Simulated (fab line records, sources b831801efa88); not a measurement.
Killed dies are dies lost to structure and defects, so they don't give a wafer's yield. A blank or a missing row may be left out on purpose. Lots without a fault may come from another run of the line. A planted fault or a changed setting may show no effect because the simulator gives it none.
A struck lot beside a sound one | flow gf180mcu | 27 steps out of a route of 602
Sound: wafers L919.1, L919.2, L919.6. Struck: wafers L903.3, L903.4, L903.5. The cause comes at the end.
At each step with rows: each side's tool, then ch and its chambers, then its first start. Under that, the readings that differ: sound wafers | struck wafers | difference of the means | sigmas: that difference in standard deviations of wafers without a fault.
alike: readings whose means differ by less than 2 such deviations, and words and numbers that are the same on both sides. not compared: withheld readings, readings that some wafer has no value for, bounds like >300 that may hide the same value, and numbers for which the record gives no deviation and whose values overlap.
The two part at a step that has a row with sigmas, a row that says differs or no value, or rows on one side only. Numbers that don't overlap but have no deviation are shown without sigmas and don't part them. A reading that every wafer of one side lacks parts them only if that side has two wafers or more.

first, 6 steps without rows for these wafers: GF_HV_LDD_HMDS_25 (prime time 60 s); GF_HV_LDD_COAT_26 (resist thk 1000 nm); GF_HV_LDD_SOFTBAKE_27 (time 60 s); GF_HV_LDD_EXPOSE_28 (exposes mask Nplus HV AREA, target cd 400 nm); GF_HV_LDD_PEB_29; GF_HV_LDD_DEVELOP_30 (develop time 60 s).
GF_HV_LDD_CD_MEAS_31: target cd 400 nm.
  sound on cd_sem-02, day 18 17:02; struck on cd_sem-01, day 13 09:35
  alike: cd_nm
GF_HV_LDD_OVL_MEAS_32:
  sound on overlay-01, day 18 17:10; struck on overlay-01, day 13 09:41
  alike: HV_LDD_02_OVL
then, 4 steps without rows for these wafers: GF_HV_LDD_IMPLANT_33; GF_HV_LDD_IMPLANT_34; GF_HV_LDD_IMPLANT_35; GF_HV_LDD_IMPLANT_36.
GF_HV_LDD_STRIP_37: strips in O2/N2.
  sound on plasma_asher-04 ch 0,1, day 18 17:47; struck on plasma_asher-01 ch 0,1, day 13 10:20
  no value came back on the struck wafers for any of 6 readings (chamber_pressure_mTorr (mTorr), drypump_motor_current_A (A) and others); on the sound wafers chamber_pressure_mTorr (mTorr) reads 1503.2 1501.9 1501.9
  reading                                     | sound | struck         | difference | sigmas
  model.NOVOLAK_of_HV_LDD_COAT_26.thk_nm (nm) | 0 0 0 | 1005 1004 1002 | +1004      |
  not compared: rf_hours_counter_h
GF_HV_LDD_TW_MEAS_38:
  sound on film_metro-04, day 18 17:53; struck on film_metro-03, day 13 10:26
  alike: HV_LDD_3_TW
then, 7 steps without rows for these wafers: GF_HV_LDD_DEHYDRATE_39 (time 60 s); GF_HV_LDD_HMDS_40 (prime time 60 s); GF_HV_LDD_COAT_41 (resist thk 1000 nm); GF_HV_LDD_SOFTBAKE_42 (time 60 s); GF_HV_LDD_EXPOSE_43 (exposes mask Pplus HV AREA, target cd 400 nm); GF_HV_LDD_PEB_44; GF_HV_LDD_DEVELOP_45 (develop time 60 s).
GF_HV_LDD_CD_MEAS_46: target cd 400 nm.
  sound on cd_sem-02, day 19 18:30; struck on cd_sem-02, day 14 07:30
  alike: cd_nm
GF_HV_LDD_OVL_MEAS_47:
  sound on overlay-02, day 19 18:37; struck on overlay-02, day 14 07:35
  alike: HV_LDD_03_OVL
then, 1 step without rows for these wafers: GF_HV_LDD_IMPLANT_48.
GF_HV_LDD_STRIP_49: strips in O2/N2.
  sound on plasma_asher-04 ch 0,1, day 19 18:49; struck on plasma_asher-01 ch 0,1, day 14 07:48
  reading                      | sound             | struck            | difference | sigmas
  strip_time_to_endpoint_s (s) | 12.69 12.67 12.65 | 27.63 27.64 27.60 | +14.95     | +99 or more
  alike: chamber_pressure_mTorr, drypump_motor_current_A, heater_power_w, oes_product_au
  not compared: rf_hours_counter_h
GF_HV_LDD_TW_MEAS_50:
  sound on film_metro-03, day 19 18:55; struck on film_metro-04, day 14 08:11
  reading     | sound       | struck   | difference | sigmas
  HV_LDD_4_TW | 561 561 560 | 30 30 30 | -531       | -88
  not compared: hold
GF_PASSIVATION_PROBE_99:
  the record has rows for the sound wafers here (prober-02, day 34 19:43) and none for the struck ones

WHERE THEY PART
First at GF_HV_LDD_STRIP_37; last, within this record, at GF_PASSIVATION_PROBE_99.

WHY: what the simulator had put in
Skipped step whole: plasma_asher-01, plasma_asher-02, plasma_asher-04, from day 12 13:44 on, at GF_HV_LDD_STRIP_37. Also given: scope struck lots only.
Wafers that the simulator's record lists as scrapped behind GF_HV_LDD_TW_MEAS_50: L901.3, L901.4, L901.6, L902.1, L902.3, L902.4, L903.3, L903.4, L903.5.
